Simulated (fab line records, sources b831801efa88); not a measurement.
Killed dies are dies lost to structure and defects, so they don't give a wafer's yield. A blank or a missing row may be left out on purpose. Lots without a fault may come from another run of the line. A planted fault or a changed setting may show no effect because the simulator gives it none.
One fault seen from 2 desks | flow gf180mcu | each desk has only its own numbers; what lay behind them comes last

THE METROLOGY DESK
What the gauges read, lot by lot, whatever tool the lot ran on: means of the sampled wafers that have a number. A lot is out of limits, marked OUT, if its mean lies more than 4 standard deviations from the usual mean; the brackets give that distance.
Columns: A = STI_OXIDATION_01_THK at GF_STI_THK_MEAS_22, usual 14.97 nm; B = STI_CVD_23_THK at GF_STI_THK_MEAS_24, usual 648 nm; C = STI_OXIDATION_02_THK at GF_STI_THK_MEAS_30, usual 9.98 nm; D = DNWELL_TW at GF_DNWELL_TW_MEAS_09, usual 1346; E = NWELL_OVL at GF_NWELL_OVL_MEAS_07, usual -0.2 nm; F = NWELL_TW at GF_NWELL_TW_MEAS_11, usual 1583
lot  | first seen here | A     | B   | C     | D    | E    | F
L944 | day 2 21:48     | 14.98 | 651 | 10.10 | 1328 | -2.1 | 1562
L950 | day 3 21:21     | 14.67 | 654 | 10.23 | 1356 | 0.8  | 1586
L956 | day 5 06:57     | 14.97 | 647 | 10.11 | 1353 | 0.5  | 1585
L957 | day 5 09:18     | 15.07 | 647 | 10.14 | 1332 | -1.1 | 1543
L959 | day 5 18:19     | 15.28 | 659 | 9.86  | 1360 | -0.0 | 1557
This desk's finding: nothing out of limits on any of the 5 lots.

THE TOOL OWNER'S DESK: wet_bench-01
The tool's own readings at GF_STI_WET_ETCH_26 (etches SiO2 in dHF, target depth 94 nm, time 188 s): means of the sampled wafers that have a number, for each lot that ran on this tool. A lot is out of limits, marked OUT, if its mean lies more than 4 standard deviations from the usual mean; the brackets give that distance.
Columns: A = run_length_s at GF_STI_WET_ETCH_26, usual 216 s
lot  | first seen here | A
L944 | day 2 22:22     | 213
L959 | day 5 18:49     | 152 (-19) OUT
This desk's finding: out of limits on L959; first on L959, day 5 18:49 (run_length_s at GF_STI_WET_ETCH_26). In limits: L944.

PUT TOGETHER
The tool owner's desk could have raised an alarm at day 5 18:49, on L959.
The metrology desk saw nothing out of limits.
The metrology desk has L959 on record, within its limits.
Of the lots named, all ran GF_STI_WET_ETCH_26 on wet_bench-01.

WHAT THE SIMULATOR HAD PUT IN
Process parameter drift: wet_bench-01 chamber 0, from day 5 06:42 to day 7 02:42, at GF_STI_WET_ETCH_26. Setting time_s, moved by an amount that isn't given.
Lots struck among those shown: L959.
Hours from the fault's start to each desk's first reading out of limits: the tool owner's desk, 12.
